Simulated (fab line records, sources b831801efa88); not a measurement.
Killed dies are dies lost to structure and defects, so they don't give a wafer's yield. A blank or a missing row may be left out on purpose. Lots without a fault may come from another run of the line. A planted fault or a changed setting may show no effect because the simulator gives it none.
A struck lot beside a sound one | flow sky130 | 44 steps out of a route of 708
Sound: wafers L416.3, L416.4, L416.6. Struck: wafers L408.4, L408.5. (L408.2 of the same lot was not struck and is left out.) The cause comes at the end.
At each step with rows: each side's tool, then ch and its chambers, then its first start. Under that, the readings that differ: sound wafers | struck wafers | difference of the means | sigmas: that difference in standard deviations of wafers without a fault.
alike: readings whose means differ by less than 2 such deviations, and words and numbers that are the same on both sides. not compared: withheld readings, readings that some wafer has no value for, bounds like >300 that may hide the same value, and numbers for which the record gives no deviation and whose values overlap.
The two part at a step that has a row with sigmas, a row that says differs or no value, or rows on one side only. Numbers that don't overlap but have no deviation are shown without sigmas and don't part them. A reading that every wafer of one side lacks parts them only if that side has two wafers or more.

first, 4 steps without rows for these wafers: SKY_VIA3_CLEAN_18 (cleans in IPA, time 180 s); SKY_VIA3_CLEAN_19 (cleans in O3/DIW); SKY_VIA3_SPUTTER_20 (material TiN, target thk 20 nm, time 80 s); SKY_VIA3_CVD_21 (deposits W, target thk 390 nm, time 117.31 s).
SKY_VIA3_RS_MEAS_22: measures by four-point-probe.
  sound on film_metro-01, day 44 22:32; struck on film_metro-03, day 42 20:05
  alike: VIA3_W_RS
SKY_VIA3_THK_MEAS_23: measures by xrf.
  sound on film_metro-01, day 44 22:38; struck on film_metro-03, day 42 20:11
  alike: VIA3_W_THK
SKY_VIA3_CMP_24: polishes, stops on SiO2, t overpolish 20 s, target thk 0 nm.
  sound on cmp-01 ch 1,2,3, day 44 22:53; struck on cmp-01 ch 0,3, day 42 20:14
  alike: motor_current_A, overpolish_run_s, platen_rpm, time_to_endpoint_s
then, 4 steps without rows for these wafers: SKY_METAL4_SPUTTER_00 (material Ti, target thk 15 nm, time 10 s); SKY_METAL4_SPUTTER_01 (material TiN, target thk 20 nm, time 16.7 s); SKY_METAL4_SPUTTER_02 (material AlCu, target thk 735 nm, time 39.1 s); SKY_METAL4_SPUTTER_03 (material Ti, target thk 5 nm, time 3.3 s).
SKY_METAL4_SPUTTER_04: material TiN, target thk 70 nm, time 58.3 s.
  sound on pvd_sputter-01, day 44 23:17; struck on pvd_sputter-01, day 42 20:38
  alike: throttle_valve_pct
SKY_CAP2M_CVD_00: deposits SiO2, target thk 15.5 nm.
  sound on pecvd-03 ch 0,1, day 44 23:20; struck on pecvd-01 ch 0,2, day 42 20:41
  reading                                | sound             | struck      | difference | sigmas
  model.SiO2_of_CAP2M_CVD_00.thk_nm (nm) | 15.47 15.68 15.35 | 14.69 14.72 | -0.79      |
  alike: heater_power_w
SKY_CAP2M_THK_MEAS_01:
  sound on film_metro-02, day 44 23:22; struck on film_metro-04, day 42 20:44
  reading               | sound             | struck      | difference | sigmas
  CAP2M_CVD_00_THK (nm) | 15.47 15.69 15.38 | 14.74 14.74 | -0.77      | -3
then, 1 step without rows for these wafers: SKY_CAP2M_SPUTTER_02 (material TiN, target thk 200 nm, time 166.7 s).
SKY_CAP2M_RS_MEAS_03: measures by four-point-probe.
  sound on film_metro-02, day 44 23:34; struck on film_metro-02, day 42 20:55
  reading               | sound          | struck    | difference | sigmas
  CAP2M_TIN_RS (ohm/sq) | 6.96 6.90 6.93 | 7.12 7.08 | +0.17      | +2
SKY_CAP2M_THK_MEAS_04: measures by xrf.
  sound on film_metro-02, day 44 23:40; struck on film_metro-02, day 42 21:01
  alike: CAP2M_TIN_THK
then, 7 steps without rows for these wafers: SKY_CAP2M_DEHYDRATE_05 (time 60 s); SKY_CAP2M_HMDS_06 (prime time 60 s); SKY_CAP2M_COAT_07 (resist thk 1140 nm); SKY_CAP2M_SOFTBAKE_08 (time 60 s); SKY_CAP2M_EXPOSE_09 (exposes mask CAP2M, target cd 1000 nm); SKY_CAP2M_PEB_10; SKY_CAP2M_DEVELOP_11 (develop time 60 s).
SKY_CAP2M_OVL_MEAS_12:
  sound on overlay-01, day 45 20:52; struck on overlay-01, day 43 19:19
  alike: CAP2M_OVL
SKY_CAP2M_METAL_ETCH_13: etches TiN in Cl2/BCl3, stops on SiO2, target depth 220 nm, time 62.9 s.
  sound on rie_metal-03 ch 0,1, day 45 20:55; struck on rie_metal-01 ch 0, day 43 19:22
  alike: drypump_motor_current_A, oes_product_au, throttle_valve_pct
  not compared: rf_hours_counter_h
then, 12 steps without rows for these wafers: SKY_CAP2M_STRIP_14 (strips in O2/N2); SKY_CAP2M_STRIP_15 (strips in post etch residue remover, time 1200 s); SKY_CAP2M_CLEAN_16 (cleans in IPA, time 180 s); SKY_CAP2M_CLEAN_17 (cleans in O3/DIW); SKY_METAL4_DEHYDRATE_05 (time 60 s); SKY_METAL4_HMDS_06 (prime time 60 s); SKY_METAL4_COAT_07 (resist thk 60 nm); SKY_METAL4_COAT_08 (resist thk 1140 nm); SKY_METAL4_SOFTBAKE_09 (time 90 s); SKY_METAL4_EXPOSE_10 (exposes mask MM4, target cd 300 nm); SKY_METAL4_PEB_11; SKY_METAL4_DEVELOP_12 (develop time 60 s).
SKY_METAL4_CD_MEAS_13: target cd 300 nm.
  sound on cd_sem-01, day 46 18:25; struck on cd_sem-02, day 44 17:59
  alike: cd_nm
SKY_METAL4_OVL_MEAS_14:
  sound on overlay-02, day 46 18:30; struck on overlay-01, day 44 18:06
  reading         | sound  | struck | difference | sigmas
  METAL4_OVL (nm) | 2 12 6 | -6 -8  | -14        | -2
SKY_METAL4_DESCUM_15: chemistry O2, time 8 s.
  sound on rie_metal-03 ch 0, day 46 18:33; struck on rie_metal-03 ch 1, day 44 18:08
  alike: drypump_motor_current_A, oes_product_au
  not compared: rf_hours_counter_h
SKY_METAL4_ETCH_16: etches BARC in N2/H2, stops on SiO2, time 88.2 s, target depth 60 nm.
  sound on rie_metal-03 ch 0, day 46 18:39; struck on rie_metal-03 ch 1, day 44 18:10
  alike: drypump_motor_current_A, oes_product_au, throttle_valve_pct
  not compared: rf_hours_counter_h
SKY_METAL4_ETCH_17: etches SiO2 in C4F8/O2/Ar, stops on TiN, time 3.9 s, target depth 15 nm.
  sound on rie_diel-03 ch 0,2,3, day 46 18:47; struck on rie_diel-02 ch 0,1, day 44 18:16
  reading                  | sound             | struck      | difference | sigmas
  oes_product_au (a.u.)    | 0.766 0.759 0.752 | 0.735 0.735 | -0.024     | -3
  model.etch.depth_nm (nm) | 15.47 15.68 15.35 | 14.69 14.72 | -0.79      |
  not compared: rf_hours_counter_h
-- the record jumps here: 4 days lie between the struck wafers' starts before and after (it left off in module METAL4 and takes up again in module PAD_OPEN, whose first step shown is number 708 of the route) --
SKY_PAD_OPEN_PROBE_99:
  sound on prober-01, day 50 03:50; struck on prober-01, day 48 08:41
  reading                               | sound                | struck        | difference | sigmas
  model.etest.cap_mim2.bv_v (V)         | 13.99 13.56 13.77    | 13.13 13.25   | -0.58      |
  model.etest.cap_mim2.leak_log10_a_cm2 | -8.984 -9.129 -8.994 | -8.702 -8.618 | +0.376     |
  model.etest.cap_mim2.c_ff_um2         | 2.351 2.321 2.381    | 2.487 2.485   | +0.135     |
  alike: defect_limited_yield, killed_at_M0_to_M3, killed_at_M4_up, killed_at_contacts, killed_at_front_end, killed_at_other, killed_dies, killed_open, killed_short, sort_bin_3_pad_short, sort_bin_5_function, sort_bin_6_memory, sort_n_pass, sort_yield_pct

WHERE THEY PART
First at SKY_CAP2M_THK_MEAS_01; last, within this record, at SKY_METAL4_ETCH_17. Later steps at which nothing parts them and some readings are alike: SKY_PAD_OPEN_PROBE_99.

WHY: what the simulator had put in
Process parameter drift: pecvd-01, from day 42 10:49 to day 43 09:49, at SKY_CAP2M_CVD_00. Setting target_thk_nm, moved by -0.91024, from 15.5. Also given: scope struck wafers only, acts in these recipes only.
